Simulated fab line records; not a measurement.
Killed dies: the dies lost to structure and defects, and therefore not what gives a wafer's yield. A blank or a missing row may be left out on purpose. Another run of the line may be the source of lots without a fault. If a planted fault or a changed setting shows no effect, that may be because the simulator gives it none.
Chamber matching    flow gf180mcu    GF_CONTACT_CMP_04 on cmp-01 has 4 sister chambers
The step polishes SiO2. 18 wafers are shown with their chamber, then 9 later ones without.

## WAFERS, EACH WITH ITS CHAMBER
wafer   chamber  time to endpoint s (s)  retaining ring pressure frac  motor current A (A)
L074.2  3        108                     1.007                         12.3
L074.3  1        104                     0.996                         12.3
L074.4  0        116                     1.003                         11.9
L075.3  3        112                     1.002                         12.7
L075.4  0        115                     0.999                         12.1
L075.5  0        119                     0.997                         12.2
L077.1  3        107                     1.009                         11.9
L077.2  1        100                     1.006                         12.1
L077.3  0        109                     1.000                         12.4
L079.1  0        108                     0.998                         12.1
L079.3  2        114                     1.002                         12.2
L079.6  0        115                     1.002                         11.8
L081.3  0        104                     0.994                         12.5
L081.4  1        107                     1.000                         12.3
L081.5  3        108                     1.001                         12.2
L084.1  1        102                     1.002                         12.5
L084.5  1        111                     1.004                         12.5
L084.6  2        107                     0.995                         12.5

SIGNATURES (averages over the wafers above)
reading                       chamber 0  chamber 1  chamber 2  chamber 3  scatter within a chamber
time to endpoint s            112.29     104.80     110.50     108.75     4.52
retaining ring pressure frac  0.99900    1.00160    0.99850    1.00475    0.00363
motor current A               12.143     12.340     12.350     12.275     0.248
Rule: a wafer's distance from a chamber is the root of the sum, over the readings, of the square of ((its reading less the chamber's mean) divided by the reading's scatter). The wafer belongs to the nearest chamber; if the next one is less than 2 further off, it can't be placed. How the scatter is found: for the shown wafers, subtract from each reading the mean of its chamber, square and add these, divide the total by (wafers less chambers), then take the root.

## WAFERS WITHOUT THEIR CHAMBER
wafer   time to endpoint s (s)  retaining ring pressure frac  motor current A (A)
L085.1  105                     0.995                         12.6
L085.2  107                     0.999                         12.4
L085.4  113                     0.990                         12.8
L087.1  115                     0.990                         12.6
L087.2  111                     0.992                         12.1
L087.4  114                     0.997                         12.3
L095.1  111                     0.999                         12.7
L095.3  115                     0.992                         12.4
L095.5  120                     0.994                         12.9

## WHICH CHAMBER EACH WENT THROUGH
wafer   from the rows above                in truth
L085.1  can't be placed: 2 or 1 or 0 or 3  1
L085.2  can't be placed: 2 or 1 or 0 or 3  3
L085.4  can't be placed: 2 or 0 or 1 or 3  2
L087.1  can't be placed: 2 or 0 or 1 or 3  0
L087.2  can't be placed: 0 or 2 or 1 or 3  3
L087.4  can't be placed: 2 or 0 or 1 or 3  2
L095.1  can't be placed: 2 or 1 or 0 or 3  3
L095.3  can't be placed: 2 or 0 or 1 or 3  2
L095.5  can't be placed: 2 or 0 or 1 or 3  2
Placed correctly: 0 of 9. Can't be placed from these rows: 9 (the true chamber is among the candidates in 9). 0 placed wrongly.
